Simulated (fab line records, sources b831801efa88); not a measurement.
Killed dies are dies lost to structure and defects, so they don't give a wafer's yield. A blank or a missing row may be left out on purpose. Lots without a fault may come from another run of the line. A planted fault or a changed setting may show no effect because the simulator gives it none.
Which tool did it? | flow sfq_line | 14 lots, 40 wafers sampled, at 1 step of a route of 325

WHAT THE GAUGES READ, wafer by wafer
The record holds no reading of a measuring or inspecting step that can be judged against a usual standard deviation.

WHICH TOOL RAN EACH LOT (tool, then ch and the chambers of the sampled wafers, then the start)
lot  | SFQ_TRILAYER_I6_VIA_BARC_OPEN_VIA_ETCH_235
L446 | rie_diel-03 ch 0,3, day 63 09:10
L447 | rie_diel-04 ch 0,2,3, day 63 16:22
L448 | rie_diel-03 ch 0,1,2, day 63 18:52
L449 | rie_diel-04 ch 0,3, day 64 01:58
L450 | rie_diel-04 ch 0,2, day 65 04:22
L451 | rie_diel-02 ch 1,2,3, day 65 06:46
L452 | rie_diel-04 ch 0,3, day 65 15:10
L453 | rie_diel-03 ch 0,1,3, day 65 17:34
L454 | rie_diel-04 ch 0,1, day 66 03:10
L455 | rie_diel-02 ch 0,3, day 66 04:22
L456 | rie_diel-02 ch 0,2, day 66 17:34
L464 | rie_diel-02 ch 0,3, day 68 15:17
L465 | rie_diel-02 ch 2,3, day 69 06:55
L469 | rie_diel-04 ch 0,1,3, day 69 22:29
- SFQ_TRILAYER_I6_VIA_BARC_OPEN_VIA_ETCH_235: etches BARC in O2, target depth 125 nm, time 41.7 s.

WHAT THE TOOLS THEMSELVES READ (means of the sampled wafers that have a number; where no wafer has one, the mark that the record gives instead)
SFQ_TRILAYER_I6_VIA_BARC_OPEN_VIA_ETCH_235. Usual: drypump_motor_current_A 5.87 A, standard deviation 0.22; oes_product_au 0.686 a.u., standard deviation 0.0046; run_length_s 69.9 s, standard deviation 0.58.
lot  | tool        | drypump_motor_current_A (A) | oes_product_au (a.u.) | run_length_s (s) | flag
L446 | rie_diel-03 | 5.48                        | 0.686                 | 70.5             |
L447 | rie_diel-04 | 5.81                        | 0.683                 | 69.3             |
L448 | rie_diel-03 | 6.01                        | 0.684                 | 70.0             |
L449 | rie_diel-04 | 5.79                        | 0.684                 | 69.7             |
L450 | rie_diel-04 | 5.81                        | 0.684                 | 69.2             |
L451 | rie_diel-02 | 6.01                        | 0.688                 | 70.3             |
L452 | rie_diel-04 | 5.80                        | 0.685                 | 69.5             |
L453 | rie_diel-03 | 5.76                        | 0.693                 | 70.4             |
L454 | rie_diel-04 | 5.77                        | 0.687                 | 70.0             |
L455 | rie_diel-02 | 5.92                        | 0.686                 | 69.8             |
L456 | rie_diel-02 | 6.07                        | 0.685                 | 69.8             |
L464 | rie_diel-02 | 5.88                        | 0.656                 | 74.5             | OFF
L465 | rie_diel-02 | 5.96                        | 0.658                 | 75.2             | OFF
L469 | rie_diel-04 | 5.76                        | 0.685                 | 70.1             |

THE ANSWER, worked out from the rows above alone
Rule: a lot is off if the mean of its wafers that have a number lies more than 3 standard deviations from the usual mean. A lot without any number at a reading at which 4 lots or more have one is off too. The other lots that the step has rows for count as sound. The gauges are gone through in route order, then the tools' own readings, and for those a lot's mean is taken as printed above. The first step at which some lot is off is used, and at that step the reading that is off furthest; a lot without a number counts as furthest.
Off: L464, L465, at SFQ_TRILAYER_I6_VIA_BARC_OPEN_VIA_ETCH_235 (run_length_s).
A tool fits if, at that step or a process step before it, it ran every lot that is off, and no sound lot after the first of them. One fits: rie_diel-02 at SFQ_TRILAYER_I6_VIA_BARC_OPEN_VIA_ETCH_235. Its last sound lot is L456 (day 66 17:34), its first lot that is off L464 (day 68 15:17): a fault that began between those two fits.
The tool's own readings at SFQ_TRILAYER_I6_VIA_BARC_OPEN_VIA_ETCH_235 bear it out: on the lots that are off they differ by more than 5 times the standard deviation of the sound lots' means. oes_product_au reads 0.657 a.u. there against 0.686 a.u. on the sound lots; run_length_s reads 74.8 s there against 69.9 s on the sound lots.

WHAT THE SIMULATOR HAD PUT IN
Process parameter drift: rie_diel-02, from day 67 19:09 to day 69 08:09, at SFQ_TRILAYER_I6_VIA_BARC_OPEN_VIA_ETCH_235. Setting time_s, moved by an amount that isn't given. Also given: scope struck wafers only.
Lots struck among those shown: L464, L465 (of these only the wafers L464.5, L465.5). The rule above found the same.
